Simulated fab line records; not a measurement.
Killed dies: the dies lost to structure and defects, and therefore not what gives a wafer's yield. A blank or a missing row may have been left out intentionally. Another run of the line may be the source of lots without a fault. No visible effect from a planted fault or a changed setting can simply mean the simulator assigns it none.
Lot-split experiment || flow gf180mcu || 23 wafers read across 5 lots, on a route 602 steps long

ABOUT THE SPLIT
At GF_STI_COAT_07 (resist thk 700 nm), the setting resist_thk_nm was moved away from the recipe's 700 nm on 6 of the 23 wafers read, by -2.9% to +3.9%. The other wafers ran this setting at the recipe's value.

The split's own step is where the reading is taken.

THE READING
KrF_of_STI_COAT_07.thk_nm (the simulator's own value, which no gauge read), in nm, at GF_STI_COAT_07 (resist thk 700 nm). The file does not state a usual value for it. The 17 wafers here that ran the recipe average 699.0 nm, standard deviation 2.2 nm.

{"wafer": "L074.1", "tool, chamber at the split": "litho_track-03, 0", "resist_thk_nm as run, nm": 700, "against the recipe": "recipe", "KrF_of_STI_COAT_07.thk_nm, nm": 701.1, "against lot-mates on the recipe": "-"}
{"wafer": "L074.2", "tool, chamber at the split": "litho_track-03, 0", "resist_thk_nm as run, nm": 700, "against the recipe": "recipe", "KrF_of_STI_COAT_07.thk_nm, nm": 700.2, "against lot-mates on the recipe": "-"}
{"wafer": "L074.3", "tool, chamber at the split": "litho_track-03, 0", "resist_thk_nm as run, nm": 700, "against the recipe": "recipe", "KrF_of_STI_COAT_07.thk_nm, nm": 698.2, "against lot-mates on the recipe": "-"}
{"wafer": "L074.5", "tool, chamber at the split": "litho_track-03, 0", "resist_thk_nm as run, nm": 700, "against the recipe": "recipe", "KrF_of_STI_COAT_07.thk_nm, nm": 699.5, "against lot-mates on the recipe": "-"}
{"wafer": "L074.6", "tool, chamber at the split": "litho_track-03, 0", "resist_thk_nm as run, nm": 700, "against the recipe": "recipe", "KrF_of_STI_COAT_07.thk_nm, nm": 698.5, "against lot-mates on the recipe": "-"}
{"wafer": "L077.2", "tool, chamber at the split": "litho_track-02, 0", "resist_thk_nm as run, nm": 700, "against the recipe": "recipe", "KrF_of_STI_COAT_07.thk_nm, nm": 697.1, "against lot-mates on the recipe": "-"}
{"wafer": "L077.3", "tool, chamber at the split": "litho_track-02, 0", "resist_thk_nm as run, nm": 700, "against the recipe": "recipe", "KrF_of_STI_COAT_07.thk_nm, nm": 698.1, "against lot-mates on the recipe": "-"}
{"wafer": "L077.6", "tool, chamber at the split": "litho_track-02, 0", "resist_thk_nm as run, nm": 700, "against the recipe": "recipe", "KrF_of_STI_COAT_07.thk_nm, nm": 698.1, "against lot-mates on the recipe": "-"}
{"wafer": "L077.4", "tool, chamber at the split": "litho_track-02, 0", "resist_thk_nm as run, nm": 700, "against the recipe": "recipe", "KrF_of_STI_COAT_07.thk_nm, nm": 694.5, "against lot-mates on the recipe": "-"}
{"wafer": "L077.5", "tool, chamber at the split": "litho_track-02, 0", "resist_thk_nm as run, nm": 700, "against the recipe": "recipe", "KrF_of_STI_COAT_07.thk_nm, nm": 696.4, "against lot-mates on the recipe": "-"}
{"wafer": "L079.1", "tool, chamber at the split": "litho_track-02, 0", "resist_thk_nm as run, nm": 700, "against the recipe": "recipe", "KrF_of_STI_COAT_07.thk_nm, nm": 697.3, "against lot-mates on the recipe": "-"}
{"wafer": "L079.2", "tool, chamber at the split": "litho_track-02, 0", "resist_thk_nm as run, nm": 700, "against the recipe": "recipe", "KrF_of_STI_COAT_07.thk_nm, nm": 698.2, "against lot-mates on the recipe": "-"}
{"wafer": "L079.3", "tool, chamber at the split": "litho_track-02, 0", "resist_thk_nm as run, nm": 727.1, "against the recipe": "+3.9%", "KrF_of_STI_COAT_07.thk_nm, nm": 726.9, "against lot-mates on the recipe": "+29.1"}
{"wafer": "L079.4", "tool, chamber at the split": "litho_track-02, 0", "resist_thk_nm as run, nm": 727.1, "against the recipe": "+3.9%", "KrF_of_STI_COAT_07.thk_nm, nm": 725.8, "against lot-mates on the recipe": "+28.0"}
{"wafer": "L079.5", "tool, chamber at the split": "litho_track-02, 0", "resist_thk_nm as run, nm": 727.1, "against the recipe": "+3.9%", "KrF_of_STI_COAT_07.thk_nm, nm": 725.3, "against lot-mates on the recipe": "+27.5"}
{"wafer": "L080.1", "tool, chamber at the split": "litho_track-04, 0", "resist_thk_nm as run, nm": 700, "against the recipe": "recipe", "KrF_of_STI_COAT_07.thk_nm, nm": 699.5, "against lot-mates on the recipe": "-"}
{"wafer": "L080.2", "tool, chamber at the split": "litho_track-04, 0", "resist_thk_nm as run, nm": 679.6, "against the recipe": "-2.9%", "KrF_of_STI_COAT_07.thk_nm, nm": 683.3, "against lot-mates on the recipe": -17.7}
{"wafer": "L080.3", "tool, chamber at the split": "litho_track-04, 0", "resist_thk_nm as run, nm": 700, "against the recipe": "recipe", "KrF_of_STI_COAT_07.thk_nm, nm": 702.4, "against lot-mates on the recipe": "-"}
{"wafer": "L080.4", "tool, chamber at the split": "litho_track-04, 0", "resist_thk_nm as run, nm": 679.6, "against the recipe": "-2.9%", "KrF_of_STI_COAT_07.thk_nm, nm": 680.5, "against lot-mates on the recipe": -20.5}
{"wafer": "L080.6", "tool, chamber at the split": "litho_track-04, 0", "resist_thk_nm as run, nm": 679.6, "against the recipe": "-2.9%", "KrF_of_STI_COAT_07.thk_nm, nm": 678, "against lot-mates on the recipe": -23.0}
{"wafer": "L082.1", "tool, chamber at the split": "litho_track-02, 0", "resist_thk_nm as run, nm": 700, "against the recipe": "recipe", "KrF_of_STI_COAT_07.thk_nm, nm": 698.9, "against lot-mates on the recipe": "-"}
{"wafer": "L082.3", "tool, chamber at the split": "litho_track-02, 0", "resist_thk_nm as run, nm": 700, "against the recipe": "recipe", "KrF_of_STI_COAT_07.thk_nm, nm": 700.8, "against lot-mates on the recipe": "-"}
{"wafer": "L082.5", "tool, chamber at the split": "litho_track-02, 0", "resist_thk_nm as run, nm": 700, "against the recipe": "recipe", "KrF_of_STI_COAT_07.thk_nm, nm": 704, "against lot-mates on the recipe": "-"}

FIT RESULTS
A straight line over all 23 wafers: KrF_of_STI_COAT_07.thk_nm changes by +6.72 nm for each +1% of resist_thk_nm; r = +0.98; the points scatter about the line by 2.2 nm.
The same after taking each lot's own level away (the mean of its wafers on the recipe; 23 wafers): +7.18 nm for each +1%; r = +0.99; scatter 1.5 nm.
Per that fit: largest resist_thk_nm move, reading shift of 28 nm.
Measured against the standard deviation above, the lots' own levels, which go from 696.84 to 701.23 nm, span 2.0 times it.
The two slopes agree, so the slope changes little with the lot-to-lot level.
Check: with one of the wafers moved furthest among these (+3.9%) left out of the fit, the line predicts +27.5 nm for it against its lot-mates. Against them it came out at +29.1 nm.

THE WHOLE CHAIN: every reading that the file lists as answering this split, in the file's order
{"step": "GF_STI_COAT_07", "what it does": "resist thk 700 nm", "reading": "KrF_of_STI_COAT_07.thk_nm (the simulator's own value, which no gauge read)", "change (the file's fit)": "+7.18 nm for each +1% of the setting", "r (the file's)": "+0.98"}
{"step": "GF_STI_STRIP_15", "what it does": "strips in O2/N2", "reading": "strip_time_to_endpoint_s", "change (the file's fit)": "withheld for each +1% of the setting", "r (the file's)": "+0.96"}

THE FILE'S OWN FIT
KrF_of_STI_COAT_07.thk_nm changes by +7.18 nm for each +1% of resist_thk_nm, r = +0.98.
